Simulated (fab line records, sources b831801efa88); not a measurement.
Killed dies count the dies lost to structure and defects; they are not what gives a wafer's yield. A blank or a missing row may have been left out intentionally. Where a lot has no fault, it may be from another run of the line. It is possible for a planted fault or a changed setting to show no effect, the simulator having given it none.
fab line records ; flow sky130
record lots=12; wafers=36; lastDay=49
route steps=708 shown POLY_GATE@205 LDD_N@244 PAD_OPEN@708
lots that met no fault: from a run of the same line without faults
startH: start of the lot's first displayed wafer, in hours after the record's first day ; waitH: hours elapsed since this lot's preceding step ; " unchanged from the row above ; L1.1+2: several wafers, shown together as one row ; - no value, or no start was given ; * or withheld: withheld ; < > ~ a bound
route shown NAME@n: NAME is a module with steps in the file, n the number in the route of the first one ; usual: the fault-free wafers' mean and standard deviation ; same: alike in all rows ; chamber/n: place in a boat ; sites: each site's reading ; _std_site: the values' standard deviation ; _edge_site: outer sites' mean less inner sites' ; radiusMm: for every site, how far away it sits from the centre of the wafer ; mask NAME#n: copy n ; behind: tool/chamber where the wafer was last shaped ; hold: cause of the lot's hold/its duration in hours/its outcome ; device: whichever transistor did not switch (one of n, p or np) ; end of line: at the end of the route, the tests of the same wafers ; a step with no rows: only its recipe ; killed: the dies lost at the first sort to structure and to defects; this is not the yield of the wafer ; map: shows each die of a wafer: x if killed, . if not, _ if none is there
set.NAME: the setting that was run; set.NAME@STEP: the one run at that earlier step ; model.NAME: the simulator's own value behind a step, which no gauge read
a sample of lots followed through the steps of the route, with each step as a table and each wafer as a row
services: from which hour (startH, from the record's first day; less than 0 if before it) a tool's chamber was out of use, for how many hours, and why
## steps
# step SKY_POLY_GATE_THK_MEAS_01
# recipe reads=poly-Si_of_POLY_GATE_CVD_00
# usual POLY_GATE_CVD_00_THK=180.1/1.8
lot.wafer;tool;chamber;startH;waitH;POLY_GATE_CVD_00_THK[nm]
L164.1;filmMetro-04;-;310.77;0.0;177.9
L164.4;filmMetro-04;-;310.77;0.0;177.8
L164.5;filmMetro-04;-;310.77;0.0;178.4
L165.2;filmMetro-04;-;320.44;0.0;177.0
L165.3;filmMetro-04;-;320.44;0.0;176.9
L165.5;filmMetro-04;-;320.44;0.0;177.3
L166.2;filmMetro-04;-;336.73;0.0;180.8
L166.3;filmMetro-04;-;336.73;0.0;180.7
L166.4;filmMetro-04;-;336.73;0.0;180.6
L167.1;filmMetro-02;-;343.95;0.0;181.0
L167.3;filmMetro-02;-;343.95;0.0;182.5
L167.5;filmMetro-02;-;343.95;0.0;180.0
L168.2;filmMetro-04;-;343.96;0.0;180.3
L168.5;filmMetro-04;-;343.96;0.0;180.3
L168.6;filmMetro-04;-;343.96;0.0;181.2
L169.4;filmMetro-04;-;352.60;0.0;182.0
L169.5;filmMetro-04;-;352.60;0.0;182.2
L169.6;filmMetro-04;-;352.60;0.0;181.8
L172.2;filmMetro-02;-;385.11;0.0;181.1
L172.3;filmMetro-02;-;385.11;0.0;179.9
L172.4;filmMetro-02;-;385.11;0.0;181.1
L173.3;filmMetro-04;-;385.12;0.0;183.4
L173.5;filmMetro-04;-;385.12;0.0;184.9
L173.6;filmMetro-04;-;385.12;0.0;183.2
L174.3;filmMetro-01;-;411.35;0.0;175.7
L174.4;filmMetro-01;-;411.35;0.0;176.4
L174.5;filmMetro-01;-;411.35;0.0;177.1
L180.2;filmMetro-01;-;454.87;0.0;180.3
L180.3;filmMetro-01;-;454.87;0.0;180.3
L180.5;filmMetro-01;-;454.87;0.0;181.0
L181.2;filmMetro-02;-;454.87;0.0;182.7
L181.3;filmMetro-02;-;454.87;0.0;182.0
L181.4;filmMetro-02;-;454.87;0.0;182.7
L186.2;filmMetro-04;-;486.08;0.0;179.2
L186.3;filmMetro-04;-;486.08;0.0;180.4
L186.6;filmMetro-04;-;486.08;0.0;179.5
# step SKY_POLY_GATE_OVL_MEAS_14
# usual POLY_GATE_OVL=-2/5.2
lot.wafer;tool;chamber;startH;waitH;POLY_GATE_OVL[nm]
L164.1;overlay-01;-;366.24;0.1;-6
L164.4;overlay-01;-;366.24;0.1;-2
L164.5;overlay-01;-;366.24;0.1;-7
L165.2;overlay-01;-;379.75;0.1;-5
L165.3;overlay-01;-;379.75;0.1;-4
L165.5;overlay-01;-;379.75;0.1;-2
L166.2;overlay-01;-;393.12;0.1;5
L166.3;overlay-01;-;393.12;0.1;-3
L166.4;overlay-01;-;393.12;0.1;0
L167.1;overlay-02;-;400.59;0.1;-3
L167.3;overlay-02;-;400.59;0.1;3
L167.5;overlay-02;-;400.59;0.1;3
L168.2;overlay-01;-;401.60;0.1;8
L168.5;overlay-01;-;401.60;0.1;8
L168.6;overlay-01;-;401.60;0.1;6
L169.4;overlay-01;-;410.48;0.1;-3
L169.5;overlay-01;-;410.48;0.1;-2
L169.6;overlay-01;-;410.48;0.1;-7
L172.2;overlay-02;-;448.04;0.1;1
L172.3;overlay-02;-;448.04;0.1;-2
L172.4;overlay-02;-;448.04;0.1;4
L173.3;overlay-01;-;448.22;0.1;-2
L173.5;overlay-01;-;448.22;0.1;-6
L173.6;overlay-01;-;448.22;0.1;-1
L174.3;overlay-01;-;471.77;0.1;-3
L174.4;overlay-01;-;471.77;0.1;-9
L174.5;overlay-01;-;471.77;0.1;1
L180.2;overlay-01;-;516.74;0.1;0
L180.3;overlay-01;-;516.74;0.1;-2
L180.5;overlay-01;-;516.74;0.1;-2
L181.2;overlay-02;-;518.45;0.1;-8
L181.3;overlay-02;-;518.45;0.1;-8
L181.4;overlay-02;-;518.45;0.1;-5
L186.2;overlay-02;-;548.94;0.1;7
L186.3;overlay-02;-;548.94;0.1;2
L186.6;overlay-02;-;548.94;0.1;3
# step SKY_POLY_GATE_OXIDATION_20
# recipe tempC=850; ambient=O2; stabiliseS=600; purgeS=300; targetThkA=40; oxTimeS=899
# usual spikeTcBottomC=870/4.4; spikeTcCentreC=850.5/1.1; spikeTcLowerC=850.4/1.1; spikeTcTopC=860/3.5; spikeTcUpperC=850.5/1; tubeCenterTempC=850/0.078; tube_center_temp_C_max=852.2/0.38; zonePowerBottomPct=22.9/0.68; zonePowerLowerPct=16.5/0.83; zonePowerTopPct=30.7/0.33; zonePowerUpperPct=15.43/0.27
lot.wafer;tool;chamber;startH;waitH;spikeTcBottomC;spikeTcCentreC;spikeTcLowerC;spikeTcTopC;spikeTcUpperC;tubeCenterTempC;tube_center_temp_C_max;zonePowerBottomPct;zonePowerLowerPct;zonePowerTopPct;zonePowerUpperPct
L164.1;furnace-01;0;373.96;7.3;865;851.5;851.3;856;852.9;850.06;852.4;23.1;15.8;31.4;15.09
L164.4;furnace-01;0;373.96;7.3;865;851.1;850.6;857;852.3;849.96;852.5;23.5;15.6;31.2;15.46
L164.5;furnace-01;0;373.96;7.3;865;850.7;851.1;857;851.3;850.01;852.7;23.1;15.8;30.4;15.23
L165.2;furnace-01;0;388.09;7.9;865;849.9;849.9;856;849.9;849.98;853.2;23.3;15.9;30.9;15.11
L165.3;furnace-01;0;388.09;7.9;867;851.1;849.7;855;851.5;850.03;852.0;23.4;15.9;30.7;15.21
L165.5;furnace-01;0;388.09;7.9;865;850.5;849.7;856;852.4;850.02;852.7;23.8;15.7;30.2;15.27
L166.2;furnace-01;0;400.52;7.0;866;850.8;851.5;858;851.5;849.96;852.4;23.1;15.7;30.9;15.22
L166.3;furnace-01;0;400.52;7.0;866;849.1;852.3;858;850.5;849.98;851.9;23.4;15.7;30.8;15.14
L166.4;furnace-01;0;400.52;7.0;865;849.4;851.9;859;850.5;850.12;852.9;23.6;15.9;30.8;14.98
L167.1;furnace-01;0;410.13;9.1;866;849.9;852.4;858;849.7;850.04;852.7;23.7;16.1;30.4;15.54
L167.3;furnace-01;0;410.13;9.1;866;850.2;852.7;858;849.4;850.07;852.0;23.2;15.8;30.1;15.21
L167.5;furnace-01;0;410.13;9.1;868;849.9;850.8;857;851.0;850.03;851.9;24.0;15.7;30.6;15.09
L168.2;furnace-01;0;410.13;8.1;865;850.4;849.4;859;849.7;849.88;852.2;23.9;16.0;30.8;15.09
L168.5;furnace-01;0;410.13;8.1;866;851.5;852.0;858;851.2;849.85;851.9;23.0;15.8;31.3;15.40
L168.6;furnace-01;0;410.13;8.1;867;852.1;850.3;855;849.3;849.93;851.9;23.5;15.8;30.7;15.04
L169.4;furnace-01;0;418.45;7.5;866;850.4;851.2;857;852.1;849.99;851.8;23.8;15.8;30.7;15.21
L169.5;furnace-01;0;418.45;7.5;867;850.8;849.8;857;852.1;850;852.2;23.5;15.5;31.4;15.24
L169.6;furnace-01;0;418.45;7.5;868;852.8;851.0;859;850.4;850.03;851.9;23.6;15.9;30.9;14.85
L172.2;furnace-02;0;449.47;1.0;875;851.6;849.5;863;849.4;849.95;852.0;22.3;16.9;30.5;15.73
L172.3;furnace-02;0;449.47;1.0;874;849.4;851.0;864;850.0;850.09;852.6;22.2;17.6;30.6;15.64
L172.4;furnace-02;0;449.47;1.0;875;851.4;850.3;863;851.0;850.11;852.1;22.6;17.3;30.4;15.72
L173.3;furnace-02;0;449.47;0.8;874;850.6;850.5;865;848.3;849.92;851.7;22.3;17.1;30.8;15.47
L173.5;furnace-02;0;449.47;0.8;875;851.2;851.0;865;849.9;849.95;851.6;22.5;17.3;30.8;15.70
L173.6;furnace-02;0;449.47;0.8;876;850.1;852.1;863;852.7;849.92;852.0;21.9;17.6;31.1;15.42
L174.3;furnace-01;0;472.18;0.0;865;849.9;851.3;856;850.0;849.95;851.7;23.7;15.7;31.0;15.04
L174.4;furnace-01;0;472.18;0.0;866;850.4;851.9;858;852.4;850.07;852.6;23.4;16.1;30.8;15.13
L174.5;furnace-01;0;472.18;0.0;866;850.3;851.9;855;851.3;849.84;851.8;23.4;15.6;30.8;15.16
L180.2;furnace-01;0;517.16;0.0;907;890.3;888.8;896;889.8;889.78;891.6;26.0;17.1;33.2;16.75
L180.3;furnace-01;0;517.16;0.0;907;891.7;892.5;896;891.4;889.49;891.6;25.7;17.0;33.3;16.95
L180.5;furnace-01;0;517.16;0.0;907;889.3;889.0;896;890.3;889.53;891.9;26.4;16.9;33.1;16.64
L181.2;furnace-02;0;518.86;0.0;874;850.8;848.0;864;850.0;849.89;852.1;22.1;17.2;30.0;15.83
L181.3;furnace-02;0;518.86;0.0;874;849.4;850.9;863;849.8;850.03;852.1;22.3;17.1;30.6;15.85
L181.4;furnace-02;0;518.86;0.0;875;849.7;850.3;863;850.6;850.06;852.6;21.8;17.6;30.8;15.82
L186.2;furnace-01;0;549.35;0.0;905;889.4;890.7;898;889.8;889.69;891.8;25.7;17.4;32.8;16.55
L186.3;furnace-01;0;549.35;0.0;904;890.3;890.8;896;890.5;889.7;892.1;25.8;17.1;33.2;16.59
L186.6;furnace-01;0;549.35;0.0;906;891.2;890.7;897;889.1;889.61;891.6;25.7;17.1;32.9;16.51
# step SKY_POLY_GATE_THK_MEAS_21
# recipe reads=SiO2_of_POLY_GATE_OXIDATION_20
# usual POLY_GATE_OXIDATION_THK=4.05/0.088
lot.wafer;tool;chamber;startH;waitH;POLY_GATE_OXIDATION_THK[nm]
L164.1;filmMetro-01;-;375.21;0.0;4.11
L164.4;filmMetro-01;-;375.21;0.0;4.07
L164.5;filmMetro-01;-;375.21;0.0;4.02
L165.2;filmMetro-04;-;389.35;0.0;4.23
L165.3;filmMetro-04;-;389.35;0.0;4.34
L165.5;filmMetro-04;-;389.35;0.0;4.24
L166.2;filmMetro-02;-;401.78;0.0;4.11
L166.3;filmMetro-02;-;401.78;0.0;4.05
L166.4;filmMetro-02;-;401.78;0.0;4.09
L167.1;filmMetro-02;-;411.38;0.0;3.98
L167.3;filmMetro-02;-;411.38;0.0;4.12
L167.5;filmMetro-02;-;411.38;0.0;4.02
L168.2;filmMetro-01;-;411.40;0.0;3.91
L168.5;filmMetro-01;-;411.40;0.0;4.08
L168.6;filmMetro-01;-;411.40;0.0;3.95
L169.4;filmMetro-04;-;419.73;0.0;4.26
L169.5;filmMetro-04;-;419.73;0.0;4.08
L169.6;filmMetro-04;-;419.73;0.0;4.21
L172.2;filmMetro-04;-;450.73;0.0;3.99
L172.3;filmMetro-04;-;450.73;0.0;3.93
L172.4;filmMetro-04;-;450.73;0.0;3.95
L173.3;filmMetro-02;-;450.74;0.0;4.26
L173.5;filmMetro-02;-;450.74;0.0;4.14
L173.6;filmMetro-02;-;450.74;0.0;4.11
L174.3;filmMetro-04;-;473.45;0.0;4.03
L174.4;filmMetro-04;-;473.45;0.0;3.90
L174.5;filmMetro-04;-;473.45;0.0;3.95
L180.2;filmMetro-02;-;518.42;0.0;6.33
L180.3;filmMetro-02;-;518.42;0.0;6.38
L180.5;filmMetro-02;-;518.42;0.0;6.41
L181.2;filmMetro-02;-;520.12;0.0;4.00
L181.3;filmMetro-02;-;520.12;0.0;4.04
L181.4;filmMetro-02;-;520.12;0.0;3.99
L186.2;filmMetro-02;-;550.61;0.0;6.46
L186.3;filmMetro-02;-;550.61;0.0;6.44
L186.6;filmMetro-02;-;550.61;0.0;6.54
# step SKY_LDD_N_OVL_MEAS_07
# usual LDD_N_OVL=-0.8/1.6
lot.wafer;tool;chamber;startH;waitH;LDD_N_OVL[nm]
L164.1;overlay-01;-;402.11;0.1;-1.3
L164.4;overlay-01;-;402.11;0.1;-1.1
L164.5;overlay-01;-;402.11;0.1;-0.1
L165.2;overlay-02;-;416.18;0.1;0.9
L165.3;overlay-02;-;416.18;0.1;-0.3
L165.5;overlay-02;-;416.18;0.1;0.7
L166.2;overlay-02;-;428.63;0.1;0.6
L166.3;overlay-02;-;428.63;0.1;0.3
L166.4;overlay-02;-;428.63;0.1;-0.1
L167.1;overlay-01;-;439.86;0.1;-1.4
L167.3;overlay-01;-;439.86;0.1;-1.5
L167.5;overlay-01;-;439.86;0.1;-1.3
L168.2;overlay-01;-;440.17;0.1;-3.0
L168.5;overlay-01;-;440.17;0.1;-4.9
L168.6;overlay-01;-;440.17;0.1;-1.9
L169.4;overlay-02;-;448.39;0.1;-2.9
L169.5;overlay-02;-;448.39;0.1;-1.6
L169.6;overlay-02;-;448.39;0.1;-0.5
L172.2;overlay-01;-;480.33;0.1;-0.5
L172.3;overlay-01;-;480.33;0.1;-1.7
L172.4;overlay-01;-;480.33;0.1;-1.6
L173.3;overlay-01;-;480.64;0.1;-1.1
L173.5;overlay-01;-;480.64;0.1;-3.1
L173.6;overlay-01;-;480.64;0.1;-1.5
L174.3;overlay-01;-;504.54;0.1;-0.6
L174.4;overlay-01;-;504.54;0.1;-1.5
L174.5;overlay-01;-;504.54;0.1;-1.4
L180.2;overlay-02;-;548.83;0.1;2.1
L180.3;overlay-02;-;548.83;0.1;1.5
L180.5;overlay-02;-;548.83;0.1;0.7
L181.2;overlay-02;-;550.73;0.1;-0.4
L181.3;overlay-02;-;550.73;0.1;-1.1
L181.4;overlay-02;-;550.73;0.1;0.3
L186.2;overlay-01;-;580.53;0.1;-1.0
L186.3;overlay-01;-;580.53;0.1;-2.5
L186.6;overlay-01;-;580.53;0.1;-1.7
# step SKY_PAD_OPEN_PROBE_99
# usual killed_at_M0_to_M3=43/7.3; killed_at_M4_up=3.2/1.8; killedAtContacts=24/5.8; killedAtFrontEnd=16/4.5; killedAtOther=0.3/0.53; killedDies=87/9.9; killedOnRim=17/3.8; killedOpen=48/6.8; killedShort=39/6.9
# same grossDies=492; killedAtBackSide=0
lot.wafer;tool;chamber;startH;waitH;killed_at_M0_to_M3;killed_at_M4_up;killedAtContacts;killedAtFrontEnd;killedAtOther;killedDies;killedOnRim;killedOpen;killedShort
L165.2;prober-02;-;1079.49;0.1;45;8;32;14;2;101;19;48;53
L165.3;prober-02;-;1079.54;0.2;38;7;31;17;0;93;11;52;41
L165.5;prober-02;-;1079.64;0.2;65;6;30;13;0;114;24;67;47
L166.2;prober-01;-;1092.94;0.1;28;4;17;19;1;69;10;36;33
L166.3;prober-01;-;1092.99;0.2;43;2;16;16;1;78;18;50;28
L166.4;prober-01;-;1093.04;0.2;50;1;12;17;0;80;22;49;31
L167.1;prober-02;-;1098.66;0.1;50;4;18;18;0;90;19;52;38
L167.3;prober-02;-;1098.76;0.2;36;3;25;9;1;74;10;41;33
L167.5;prober-02;-;1098.86;0.2;31;3;22;19;1;76;14;44;32
L168.2;prober-02;-;1100.86;0.1;43;5;19;21;0;88;21;47;41
L168.5;prober-02;-;1101.01;0.2;43;0;24;20;0;87;22;50;37
L168.6;prober-02;-;1101.06;0.2;47;3;25;20;0;95;16;51;44
L174.3;prober-01;-;1138.99;0.2;44;2;33;13;0;92;21;58;34
L174.4;prober-01;-;1139.04;0.2;71;4;19;16;0;110;17;56;54
L174.5;prober-01;-;1139.09;0.2;53;4;23;17;1;98;22;43;55
L180.2;prober-01;-;1163.04;0.1;47;3;23;17;1;91;22;58;33
L180.3;prober-01;-;1163.09;0.2;58;2;24;10;0;94;23;47;47
L180.5;prober-01;-;1163.19;0.2;35;0;28;18;1;82;20;46;36
L186.2;prober-01;-;1184.88;0.1;45;4;26;13;0;88;21;53;35
L186.3;prober-01;-;1184.93;0.2;34;2;20;18;1;75;11;43;32
L186.6;prober-01;-;1185.08;0.2;46;4;27;6;1;84;17;37;47
# killed by level:class
L165.2 CONTACT:geometricParticle:open=10 CONTACT:geometricParticle:short=9 METAL4:geometricParticle:short=8 METAL2:geometricParticle:short=7 VIA2:geometricParticle:open=7 VIA1:geometricParticle:open=6 LI_CONTACT:geometricParticle:open=6 LI_CONTACT:geometricParticle:short=5
L165.3 LI_CONTACT:geometricParticle:open=12 VIA2:geometricParticle:open=9 FIELD_ISO:geometricParticle:short=8 LI_CONTACT:geometricParticle:short=8 VIA1:geometricParticle:open=8 CONTACT:geometricParticle:open=6 VIA3:geometricParticle:open=6 METAL2:geometricParticle:short=4
L165.5 CONTACT:geometricParticle:open=12 VIA1:geometricParticle:short=11 LI_CONTACT:geometricParticle:open=10 VIA2:geometricParticle:open=10 VIA1:geometricParticle:open=10 METAL2:geometricParticle:short=8 METAL1:geometricParticle:short=6 VIA3:geometricParticle:open=6
L166.2 VIA3:geometricParticle:open=9 CONTACT:geometricParticle:open=8 VIA1:geometricParticle:open=8 POLY_GATE:geometricParticle:short=7 CONTACT:geometricParticle:short=6 POLY_GATE:geometricParticle:open=4 METAL4:geometricParticle:short=4 VIA3:geometricParticle:short=3
L166.3 VIA3:geometricParticle:open=11 CONTACT:geometricParticle:open=10 VIA1:geometricParticle:open=10 POLY_GATE:geometricParticle:open=5 METAL1:geometricParticle:short=5 POLY_GATE:geometricParticle:short=4 VIA1:geometricParticle:short=4 VIA3:geometricParticle:short=3
L166.4 VIA1:geometricParticle:open=12 VIA3:geometricParticle:open=10 METAL1:geometricParticle:short=7 VIA2:geometricParticle:open=7 LI_CONTACT:geometricParticle:open=6 FIELD_ISO:geometricParticle:short=5 POLY_GATE:geometricParticle:short=4 VIA1:geometricParticle:short=4
L167.1 VIA1:geometricParticle:open=18 VIA3:geometricParticle:open=7 LI_CONTACT:geometricParticle:open=6 POLY_GATE:geometricParticle:short=5 METAL1:geometricParticle:short=5 VIA1:geometricParticle:short=5 FIELD_ISO:geometricParticle:open=4 METAL4:geometricParticle:short=4
L167.3 CONTACT:geometricParticle:open=10 VIA1:geometricParticle:open=8 LI_CONTACT:geometricParticle:open=6 CONTACT:geometricParticle:short=6 VIA1:geometricParticle:short=6 VIA3:geometricParticle:open=5 FIELD_ISO:geometricParticle:open=4 METAL1:geometricParticle:short=4
L167.5 VIA1:geometricParticle:open=9 FIELD_ISO:geometricParticle:open=8 LI_CONTACT:geometricParticle:open=8 CONTACT:geometricParticle:short=5 VIA3:geometricParticle:open=5 FIELD_ISO:geometricParticle:short=4 POLY_GATE:geometricParticle:open=4 CONTACT:geometricParticle:open=4
L168.2 VIA3:geometricParticle:open=9 CONTACT:geometricParticle:open=8 VIA1:geometricParticle:open=8 VIA2:geometricParticle:open=6 METAL1:geometricParticle:short=6 VIA1:geometricParticle:short=6 FIELD_ISO:geometricParticle:short=5 FIELD_ISO:geometricParticle:open=5
L168.5 LI_CONTACT:geometricParticle:open=13 FIELD_ISO:geometricParticle:short=7 VIA1:geometricParticle:short=7 VIA1:geometricParticle:open=7 FIELD_ISO:geometricParticle:open=6 METAL1:geometricParticle:short=6 METAL2:geometricParticle:short=6 VIA2:geometricParticle:open=5
L168.6 LOCAL_INTERCONNECT:geometricParticle:short=10 VIA2:geometricParticle:open=10 LI_CONTACT:geometricParticle:open=8 METAL1:geometricParticle:short=7 VIA1:geometricParticle:open=7 METAL2:geometricParticle:short=7 VIA3:geometricParticle:open=7 CONTACT:geometricParticle:open=5
L174.3 VIA1:geometricParticle:open=13 LI_CONTACT:geometricParticle:open=11 METAL2:geometricParticle:short=7 CONTACT:geometricParticle:open=7 VIA2:geometricParticle:open=7 CONTACT:geometricParticle:short=6 POLY_GATE:geometricParticle:open=5 LI_CONTACT:geometricParticle:short=5
L174.4 VIA1:geometricParticle:open=18 VIA3:geometricParticle:open=11 METAL1:geometricParticle:short=10 CONTACT:geometricParticle:open=9 METAL2:geometricParticle:short=9 VIA2:geometricParticle:short=8 VIA2:geometricParticle:open=7 VIA1:geometricParticle:short=5
L174.5 LI_CONTACT:geometricParticle:open=13 METAL2:geometricParticle:short=10 VIA3:geometricParticle:open=8 POLY_GATE:geometricParticle:short=6 VIA2:geometricParticle:short=6 POLY_GATE:geometricParticle:open=5 METAL1:geometricParticle:short=5 VIA1:geometricParticle:open=5
L180.2 VIA1:geometricParticle:open=14 CONTACT:geometricParticle:open=11 METAL1:geometricParticle:short=7 VIA3:geometricParticle:open=7 LI_CONTACT:geometricParticle:open=6 FIELD_ISO:geometricParticle:open=5 METAL2:geometricParticle:short=5 FIELD_ISO:geometricParticle:short=4
L180.3 VIA1:geometricParticle:open=16 METAL2:geometricParticle:short=9 VIA3:geometricParticle:open=8 METAL1:geometricParticle:short=7 CONTACT:geometricParticle:open=6 VIA2:geometricParticle:short=5 LOCAL_INTERCONNECT:geometricParticle:short=5 VIA2:geometricParticle:open=5
L180.5 CONTACT:geometricParticle:open=11 VIA1:geometricParticle:open=8 LI_CONTACT:geometricParticle:open=7 METAL1:geometricParticle:short=7 METAL2:geometricParticle:short=7 VIA2:geometricParticle:open=7 LOCAL_INTERCONNECT:geometricParticle:short=6 FIELD_ISO:geometricParticle:short=4
L186.2 VIA3:geometricParticle:open=13 VIA1:geometricParticle:open=12 CONTACT:geometricParticle:open=9 LI_CONTACT:geometricParticle:open=6 CONTACT:geometricParticle:short=6 FIELD_ISO:geometricParticle:short=5 METAL1:geometricParticle:short=5 POLY_GATE:geometricParticle:open=5
L186.3 VIA1:geometricParticle:open=8 CONTACT:geometricParticle:open=7 FIELD_ISO:geometricParticle:open=6 LI_CONTACT:geometricParticle:open=6 METAL2:geometricParticle:short=5 VIA3:geometricParticle:open=4 POLY_GATE:geometricParticle:short=4 VIA1:geometricParticle:short=4
L186.6 VIA1:geometricParticle:short=10 VIA1:geometricParticle:open=9 CONTACT:geometricParticle:open=8 CONTACT:geometricParticle:short=7 LI_CONTACT:geometricParticle:open=6 METAL2:geometricParticle:short=6 VIA2:geometricParticle:short=6 METAL1:geometricParticle:short=5
## services
tool;chamber;startH;hours;kind
furnace-02;-;355.94;59.7;pm
furnace-02;-;415.66;3.9;pm
furnace-01;-;419.70;4.0;pm
furnace-01;-;496.79;4.2;pm
furnace-02;-;503.22;3.3;pm
furnace-01;-;506.34;4.1;repair
## key
firstSign step=SKY_POLY_GATE_OXIDATION_20; reading=tubeCenterTempC; direction=up; sigmas=99+; usual=*; struck=*
effect step=SKY_POLY_GATE_OXIDATION_20; reading=tube_center_temp_C_max; direction=up; sigmas=99+; usual=*; struck=*
effect step=SKY_POLY_GATE_THK_MEAS_21; reading=POLY_GATE_OXIDATION_THK; direction=up; sigmas=27; usual=4.05; struck=6.43
metAt SKY_POLY_GATE_OXIDATION_20
struckLots L180,L186
testerLeftOut L180,L186
notActingAt SKY_POLY_GATE_THK_MEAS_01,SKY_POLY_GATE_OVL_MEAS_14,SKY_LDD_N_OVL_MEAS_07
onsetBetween 472.18 517.16
fault kind=processParameterDrift; tool=furnace-01; chamber=-; onsetH=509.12; steps=SKY_POLY_GATE_OXIDATION_20; channel=tempC; offset=*; shape=step; endH=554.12; actsIn=*; stated=*
# testerLeftOut: of these lots the tester's yield and bins aren't shown, on N5 and GAA mostly nor the transistor test; their killed dies are dies lost to structure and defects alone, not to doping, threshold or leakage, so they don't give the yield
